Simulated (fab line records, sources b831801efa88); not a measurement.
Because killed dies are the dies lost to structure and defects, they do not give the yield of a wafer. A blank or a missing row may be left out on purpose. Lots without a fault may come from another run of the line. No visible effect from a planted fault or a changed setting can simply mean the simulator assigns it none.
Which tool is to blame? :: flow sky130 :: 18 wafers from 6 lots sampled at 3 of the route's 708 steps

## WHAT EACH GAUGE READ, for each wafer
SKY_METAL5_RS_MEAS_05: a four-point-probe measurement.
lot: L147
measured: day 43 07:23
on: film-metro-03
METAL5_ALCU_RS (ohm/sq): 0.0277 0.0273 0.0282

lot: L146
measured: day 43 13:47
on: film-metro-03
METAL5_ALCU_RS (ohm/sq): 0.0272 0.0270 0.0264

lot: L150
measured: day 44 11:02
on: film-metro-02
METAL5_ALCU_RS (ohm/sq): 0.0270 0.0270 0.0276

lot: L157
measured: day 46 13:08
on: film-metro-01
METAL5_ALCU_RS (ohm/sq): 0.0275 0.0265 0.0269

lot: L165
measured: day 48 06:57
on: film-metro-01
METAL5_ALCU_RS (ohm/sq): 0.0272 0.0270 0.0279

lot: L167
measured: day 48 20:08
on: film-metro-03
METAL5_ALCU_RS (ohm/sq): 0.0269 0.0264 0.0269

## WHAT TOOL EACH LOT RAN ON (gives the tool, then ch and the chambers of the sampled wafers, and finally the start)
lot: L147
SKY_VIA4_STRIP_13: plasma-asher-01 ch 0,1, day 43 05:47
SKY_METAL5_SPUTTER_04: pvd-sputter-03, day 43 07:20

lot: L146
SKY_VIA4_STRIP_13: plasma-asher-04 ch 0,1, day 43 12:00
SKY_METAL5_SPUTTER_04: pvd-sputter-03, day 43 13:43

lot: L150
SKY_VIA4_STRIP_13: plasma-asher-04 ch 0,1, day 44 09:35
SKY_METAL5_SPUTTER_04: pvd-sputter-03, day 44 10:59

lot: L157
SKY_VIA4_STRIP_13: plasma-asher-03 ch 0,1, day 46 11:32
SKY_METAL5_SPUTTER_04: pvd-sputter-04, day 46 13:05

lot: L165
SKY_VIA4_STRIP_13: plasma-asher-03 ch 0,1, day 48 05:29
SKY_METAL5_SPUTTER_04: pvd-sputter-03, day 48 06:52

lot: L167
SKY_VIA4_STRIP_13: plasma-asher-03 ch 0,1, day 48 18:15
SKY_METAL5_SPUTTER_04: pvd-sputter-04, day 48 20:04
- SKY_VIA4_STRIP_13: strips in O2/N2.
- SKY_METAL5_SPUTTER_04: material TiN, target thk 70 nm, time 58.3 s.

## THE ANSWER, worked out from the rows above alone
Rule: what is usual is taken from the lots themselves. Put in order of their means at a reading, lots are off if they are a third of the lots or fewer, leave a main group of 4 or more, and stand apart from it by a gap of 3 or more times the standard deviation of the main group's means; of several such gaps the widest counts. If all means in a main group match to the digits the tables above print for the reading, that group is not used. A lot without any number at a reading at which 4 lots or more have one is off too. The other lots that the step has rows for count as sound.
No lot is off at any reading shown: from this, nothing can be told.

## WHAT HAD BEEN PUT IN BY THE SIMULATOR
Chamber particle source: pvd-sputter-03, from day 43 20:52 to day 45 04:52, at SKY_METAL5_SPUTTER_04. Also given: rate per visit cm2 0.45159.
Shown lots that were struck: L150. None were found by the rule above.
